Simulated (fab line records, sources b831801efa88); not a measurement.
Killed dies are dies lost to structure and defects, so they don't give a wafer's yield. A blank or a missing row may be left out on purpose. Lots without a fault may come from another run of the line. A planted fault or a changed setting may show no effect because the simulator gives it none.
Chamber matching | flow gf180mcu | GF_CONTACT_CMP_04 on cmp-01: 4 sister chambers
The step polishes SiO2. 22 wafers are shown with their chamber, then 11 later ones without.

WAFERS WITH THEIR CHAMBER
wafer  | chamber | motor_current_A (A) | time_to_endpoint_s (s)
L074.1 | 2       | 11.2                | 106
L074.2 | 1       | 13.8                | 109
L074.4 | 3       | 13.8                | 113
L076.1 | 0       | 12.5                | 111
L076.3 | 2       | 10.8                | 111
L076.6 | 1       | 12.7                | 111
L078.1 | 0       | 13.0                | 111
L078.2 | 1       | 12.8                | 115
L078.3 | 2       | 10.9                | 110
L079.1 | 0       | 12.6                | 110
L079.4 | 2       | 10.9                | 102
L079.5 | 3       | 13.3                | 111
L081.2 | 1       | 12.8                | 112
L081.3 | 0       | 12.6                | 116
L081.5 | 2       | 10.8                | 121
L086.3 | 1       | 13.1                | 114
L086.4 | 0       | 12.5                | 117
L086.6 | 2       | 10.7                | 120
L088.2 | 1       | 12.8                | 108
L088.4 | 3       | 14.0                | 116
L088.6 | 2       | 10.4                | 120
L089.2 | 1       | 13.1                | 110

SIGNATURES (means of the wafers above)
reading            | chamber 0 | chamber 1 | chamber 2 | chamber 3 | scatter within a chamber
motor_current_A    | 12.640    | 13.014    | 10.814    | 13.700    | 0.303
time_to_endpoint_s | 113.00    | 111.29    | 112.86    | 113.33    | 4.94
Rule: a wafer's distance from a chamber is the root of the sum, over the readings, of the square of ((its reading less the chamber's mean) divided by the reading's scatter). The wafer belongs to the nearest chamber; if the next one is less than 2 further off, it can't be placed. The scatter: the root of (the sum of the squares of (reading less its chamber's mean) over the shown wafers, divided by (wafers less chambers)).

WAFERS WITHOUT THEIR CHAMBER
wafer  | motor_current_A (A) | time_to_endpoint_s (s)
L089.3 | 10.7                | 114
L089.4 | 14.2                | 126
L092.1 | 12.6                | 112
L092.2 | 11.4                | 117
L092.5 | 13.5                | 115
L095.1 | 13.7                | 114
L095.3 | 13.9                | 118
L095.4 | 12.3                | 118
L097.1 | 13.7                | 112
L097.2 | 14.3                | 107
L097.4 | 10.9                | 115

WHICH CHAMBER EACH WENT THROUGH
wafer  | from the rows above     | in truth
L089.3 | 2                       | 2
L089.4 | can't be placed: 3 or 1 | 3
L092.1 | can't be placed: 0 or 1 | 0
L092.2 | 2                       | 2
L092.5 | can't be placed: 3 or 1 | 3
L095.1 | 3                       | 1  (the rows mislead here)
L095.3 | 3                       | 3
L095.4 | can't be placed: 0 or 1 | 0
L097.1 | 3                       | 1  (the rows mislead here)
L097.2 | can't be placed: 3 or 1 | 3
L097.4 | 2                       | 2
Placed correctly: 4 of 11. Can't be placed from these rows: 5 (the true chamber is among the candidates in 5). Placed wrongly: 2.
